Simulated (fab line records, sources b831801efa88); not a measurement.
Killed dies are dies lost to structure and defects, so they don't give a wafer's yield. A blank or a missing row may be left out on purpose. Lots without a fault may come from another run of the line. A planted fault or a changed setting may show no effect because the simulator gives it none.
fab line records | flow gf180mcu
record lots=12 wafers=36 last_day=34
route steps=602 shown V2@399 M3@421
lots that met no fault: from a run of the same line without faults
start_h: hours from the record's first day to the start of the lot's first wafer shown | wait_h: hours since the lot's step before | " the same as in the row above | L1.1+2: a row that stands for several wafers | - no value, or no start given | * or withheld: withheld | < > ~ a bound
route shown NAME@n: a module of which the file shows steps, and the number in the route of the first | usual: mean/standard deviation of fault-free wafers | same: alike in all rows | chamber/n: place in a boat | sites: the reading at each site | _std_site: their standard deviation | _edge_site: outer sites' mean less inner sites' | radius_mm: how far each site lies from the wafer's centre | mask NAME#n: copy n | behind: the tool/chamber that last shaped the wafer | hold: why the lot was held/for how many hours/how that ended | device: the transistor (n, p or np) that didn't switch | end of line: the same wafers' tests at the end of the route | a step without rows: its recipe alone | killed: dies lost to structure and defects at the first sort, not the wafer's yield | map: a wafer's dies, x killed, . not, _ none there
set.NAME: the setting as run; set.NAME@STEP: as run at that earlier step | model.NAME: the simulator's own value behind a step, which no gauge read
steps of the route over a sample of lots; a table a step, a row a wafer
services: from which hour (start_h, from the record's first day; less than 0 if before it) a tool's chamber was out of use, for how many hours, and why
## steps
# step GF_V2_ETCH_17
# recipe chemistry=C4F8/O2/Ar mask_material=KrF target=SiO2 stop_on=TiN source_w=1548 bias_w=1200 pressure_mtorr=40 c4f8_flow_sccm=withheld O2_flow_sccm=6 Ar_flow_sccm=300 time_s=withheld target_depth_a=6300
# usual oes_product_au=0.856/0.0043
# columns lot.wafer tool chamber start_h wait_h oes_product_au
L512.2 rie_diel-01 0 - - 0.867
L512.5 " 2 " " 0.859
L512.6 " 3 " " 0.860
L516.3 rie_diel-01 0 - - 0.850
L516.4 " 3 " " 0.861
L516.6 " 1 " " 0.853
L517.1 rie_diel-04 3 - - 0.855
L517.3 " 1 " " 0.863
L517.4 " 0 " " 0.857
L519.1 rie_diel-04 2 - - 0.856
L519.2 " 1 " " 0.853
L519.4 " 0 " " 0.854
L520.3 rie_diel-04 3 - - 0.858
L520.4 " 2 " " 0.861
L520.6 " 0 " " 0.860
L521.1 rie_diel-01 1 - - 0.852
L521.3 " 3 " " 0.857
L521.6 " 3 " " 0.858
L524.1 rie_diel-04 1 - - 0.855
L524.3 " 2 " " 0.857
L524.5 " 3 " " 0.866
L530.3 rie_diel-01 1 - - 0.862
L530.5 " 2 " " 0.851
L530.6 " 3 " " 0.861
L531.1 rie_diel-04 1 - - 0.853
L531.3 " 3 " " 0.859
L531.4 " 2 " " 0.854
L532.2 rie_diel-01 1 - - 0.853
L532.3 " 3 " " 0.852
L532.6 " 3 " " 0.852
L533.2 rie_diel-04 0 - - 0.856
L533.4 " 2 " " 0.849
L533.5 " 1 " " 0.848
L535.3 rie_diel-04 1 - - 0.865
L535.4 " 0 " " 0.856
L535.6 " 2 " " 0.860
# step GF_M3_PEB_12
# recipe peb_temp_c=135 peb_time_s=90 resist=KrF
# usual heater_power_total_W=85.70/0.094 plate_temp_C=134.99/0.14
# columns lot.wafer tool chamber start_h wait_h heater_power_total_W plate_temp_C
L512.2 litho_track-03 0 491.84 - 85.67 135.10
L512.5 " 0 " " 85.81 135.00
L512.6 " 0 " " 85.75 135.00
L516.3 litho_track-01 0 528.19 - 85.60 134.91
L516.4 " 0 " " 85.77 134.85
L516.6 " 0 " " 85.78 134.91
L517.1 litho_track-01 0 548.57 - 85.64 134.96
L517.3 " 0 " " 85.59 134.92
L517.4 " 0 " " 85.67 135.14
L519.1 litho_track-03 0 557.20 - 85.78 134.98
L519.2 " 0 " " 85.68 134.81
L519.4 " 0 " " 85.65 135.26
L520.3 litho_track-01 0 559.74 - 86.52 136.18
L520.4 " 0 " " 86.60 136.39
L520.6 " 0 " " 86.47 136.32
L521.1 litho_track-03 0 575.35 - 85.78 135.02
L521.3 " 0 " " 85.64 134.96
L521.6 " 0 " " 85.62 135.16
L524.1 litho_track-01 0 591.12 - 86.77 136.14
L524.3 " 0 " " 86.52 136.12
L524.5 " 0 " " 86.71 136.01
L530.3 litho_track-02 0 640.51 - 85.67 134.94
L530.5 " 0 " " 85.81 135.13
L530.6 " 0 " " 85.84 135.12
L531.1 litho_track-02 0 646.40 - 85.68 135.09
L531.3 " 0 " " 85.65 135.11
L531.4 " 0 " " 85.70 135.00
L532.2 litho_track-01 0 652.15 - 85.51 134.71
L532.3 " 0 " " 85.58 134.85
L532.6 " 0 " " 85.57 135.05
L533.2 litho_track-02 0 658.93 - 85.88 135.12
L533.4 " 0 " " 85.82 135.07
L533.5 " 0 " " 85.85 135.17
L535.3 litho_track-01 0 672.68 - 85.62 135.17
L535.4 " 0 " " 85.62 135.13
L535.6 " 0 " " 85.72 135.18
# step GF_M3_CD_MEAS_14
# recipe target_cd_nm=280
# usual cd_nm=280.0/1
# columns lot.wafer tool chamber start_h wait_h cd_nm
L512.2 cd_sem-01 - 492.17 0.1 279.1
L512.5 " - " " 280.6
L512.6 " - " " 279.5
L516.3 cd_sem-01 - 528.51 0.1 281.1
L516.4 " - " " 280.7
L516.6 " - " " 280.2
L517.1 cd_sem-01 - 548.92 0.1 281.2
L517.3 " - " " 280.1
L517.4 " - " " 279.8
L519.1 cd_sem-01 - 557.55 0.1 280.7
L519.2 " - " " 278.8
L519.4 " - " " 280.1
L520.3 cd_sem-01 - 560.06 0.1 278.5
L520.4 " - " " 277.1
L520.6 " - " " 277.3
L521.1 cd_sem-02 - 575.70 0.1 281.8
L521.3 " - " " 280.9
L521.6 " - " " 280.2
L524.1 cd_sem-01 - 591.47 0.1 277.6
L524.3 " - " " 277.3
L524.5 " - " " 276.6
L530.3 cd_sem-02 - 640.84 0.1 278.8
L530.5 " - " " 277.9
L530.6 " - " " 279.7
L531.1 cd_sem-01 - 646.75 0.1 279.0
L531.3 " - " " 279.5
L531.4 " - " " 278.6
L532.2 cd_sem-02 - 652.49 0.1 280.1
L532.3 " - " " 281.3
L532.6 " - " " 280.3
L533.2 cd_sem-01 - 659.27 0.1 281.0
L533.4 " - " " 280.1
L533.5 " - " " 279.5
L535.3 cd_sem-01 - 673.01 0.1 279.7
L535.4 " - " " 280.7
L535.6 " - " " 279.7
# step GF_M3_OVL_MEAS_15
# usual M3_OVL=-4/5.4
# columns lot.wafer tool chamber start_h wait_h M3_OVL[nm]
L512.2 overlay-01 - 492.28 0.1 -7
L512.5 " - " " -2
L512.6 " - " " -1
L516.3 overlay-02 - 528.60 0.1 -1
L516.4 " - " " -5
L516.6 " - " " -10
L517.1 overlay-02 - 549.04 0.1 -20
L517.3 " - " " -13
L517.4 " - " " -16
L519.1 overlay-02 - 557.67 0.1 -3
L519.2 " - " " -9
L519.4 " - " " -9
L520.3 overlay-02 - 560.15 0.1 -3
L520.4 " - " " -9
L520.6 " - " " -2
L521.1 overlay-02 - 575.82 0.1 5
L521.3 " - " " 1
L521.6 " - " " -4
L524.1 overlay-02 - 591.59 0.1 -9
L524.3 " - " " -8
L524.5 " - " " -12
L530.3 overlay-02 - 640.93 0.1 -10
L530.5 " - " " -7
L530.6 " - " " 2
L531.1 overlay-02 - 646.87 0.1 0
L531.3 " - " " -1
L531.4 " - " " 3
L532.2 overlay-01 - 652.59 0.1 -2
L532.3 " - " " -10
L532.6 " - " " 0
L533.2 overlay-01 - 659.37 0.1 -7
L533.4 " - " " -3
L533.5 " - " " -4
L535.3 overlay-02 - 673.10 0.1 -6
L535.4 " - " " 1
L535.6 " - " " 0
# step GF_M3_STRIP_17
# recipe chemistry=O2/N2 power_w=1400 pressure_mtorr=1500 platen_temp_c=250 o2_flow_sccm=3000 n2_flow_sccm=300 overash_fraction=0.5
# usual drypump_motor_current_A=6.1/0.32 heater_power_w=333/48 oes_product_au=0.542/0.0047 strip_time_to_endpoint_s=7.50/0.055
# columns lot.wafer tool chamber start_h wait_h drypump_motor_current_A heater_power_w oes_product_au rf_hours_counter_h strip_time_to_endpoint_s
L512.2 plasma_asher-04 0 492.44 0.1 6.0 468 0.547 87 7.51
L512.5 " 0 " " 6.0 480 0.545 - 7.51
L512.6 " 1 " " 6.3 349 0.538 - 7.44
L516.3 plasma_asher-04 1 528.79 0.1 6.2 339 0.542 - 7.47
L516.4 " 0 " " 6.0 481 0.538 - 7.37
L516.6 " 1 " " 6.3 348 0.545 - 7.50
L517.1 plasma_asher-04 0 549.20 0.1 6.0 469 0.548 93 7.49
L517.3 " 1 " " 6.3 353 0.537 - 7.53
L517.4 " 0 " " 6.0 467 0.541 - 7.42
L519.1 plasma_asher-01 0 557.97 0.2 6.3 326 0.540 48 7.46
L519.2 " 1 " " 5.6 324 0.539 48 7.47
L519.4 " 1 " " 5.6 316 0.547 - 7.46
L520.3 plasma_asher-01 1 560.34 0.1 5.6 312 0.547 - 7.45
L520.4 " 0 " " 6.3 311 0.544 - 7.46
L520.6 " 1 " " 5.6 320 0.541 - 7.46
L521.1 plasma_asher-04 0 575.99 0.1 6.0 462 0.540 95 7.61
L521.3 " 0 " " 6.0 464 0.547 - 7.63
L521.6 " 1 " " 6.2 350 0.543 - 7.57
L524.1 plasma_asher-04 1 591.75 0.1 6.3 348 0.544 96 7.48
L524.3 " 1 " " 6.3 351 0.533 - 7.49
L524.5 " 0 " " 6.0 466 0.539 - 7.51
L530.3 plasma_asher-03 1 641.24 0.2 6.1 302 0.544 - 7.49
L530.5 " 0 " " 6.6 312 0.547 - 7.55
L530.6 " 1 " " 6.2 295 0.546 - 7.50
L531.1 plasma_asher-03 1 647.03 0.1 6.2 300 0.547 86 7.53
L531.3 " 0 " " 6.5 306 0.538 - 7.56
L531.4 " 1 " " 6.1 315 0.545 - 7.56
L532.2 plasma_asher-03 1 652.88 0.2 6.1 300 0.539 87 7.52
L532.3 " 1 " " 6.1 302 0.544 - 7.52
L532.6 " 1 " " 6.1 300 0.545 - 7.51
L533.2 plasma_asher-03 1 659.53 0.1 6.2 305 0.543 88 7.41
L533.4 " 1 " " 6.2 306 0.538 - 7.46
L533.5 " 0 " " 6.6 315 0.547 - 7.55
L535.3 plasma_asher-03 0 673.29 0.1 6.6 315 0.546 - 7.54
L535.4 " 1 " " 6.1 297 0.538 - 7.54
L535.6 " 1 " " 6.1 302 0.548 - 7.58
## services
# columns tool chamber start_h hours kind
rie_diel-04 - 490.85 4.3 pm
rie_diel-01 - 497.36 2.8 pm
plasma_asher-03 - 515.26 2.1 repair
rie_diel-01 0 548.26 10.9 repair
plasma_asher-04 - 557.86 10.0 repair
rie_diel-04 0 559.33 15.3 repair
rie_diel-04 - 585.58 2.8 pm
plasma_asher-04 - 602.95 112.9 pm
rie_diel-01 2 624.64 16.9 repair
rie_diel-04 3 631.49 - clean
rie_diel-04 3 631.49 15.8 scheduled_down
rie_diel-04 3 631.49 15.8 vent_cycle
plasma_asher-03 - 631.86 2.8 pm
rie_diel-01 3 650.02 22.9 repair
rie_diel-04 1 653.26 6.2 repair
rie_diel-04 2 663.73 - clean
rie_diel-04 2 663.73 29.1 scheduled_down
rie_diel-04 2 663.73 29.1 vent_cycle
## key
first_sign step=GF_M3_PEB_12 reading=heater_power_total_W direction=up sigmas=9.6 usual=85.70 struck=86.60
effect step=GF_M3_PEB_12 reading=plate_temp_C direction=up sigmas=8.4 usual=* struck=*
effect step=GF_M3_CD_MEAS_14 reading=cd_nm direction=down sigmas=2.5 usual=280.0 struck=277.4
met_at GF_M3_PEB_12
struck_lots L520,L524
not_acting_at GF_V2_ETCH_17,GF_M3_OVL_MEAS_15,GF_M3_STRIP_17
onset_between 548.57 559.74
fault kind=process_parameter_drift tool=litho_track-01 chamber=- onset_h=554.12 steps=GF_M3_PEB_12 channel=peb_temp_c offset=* shape=step end_h=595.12 acts_in=* stated=*
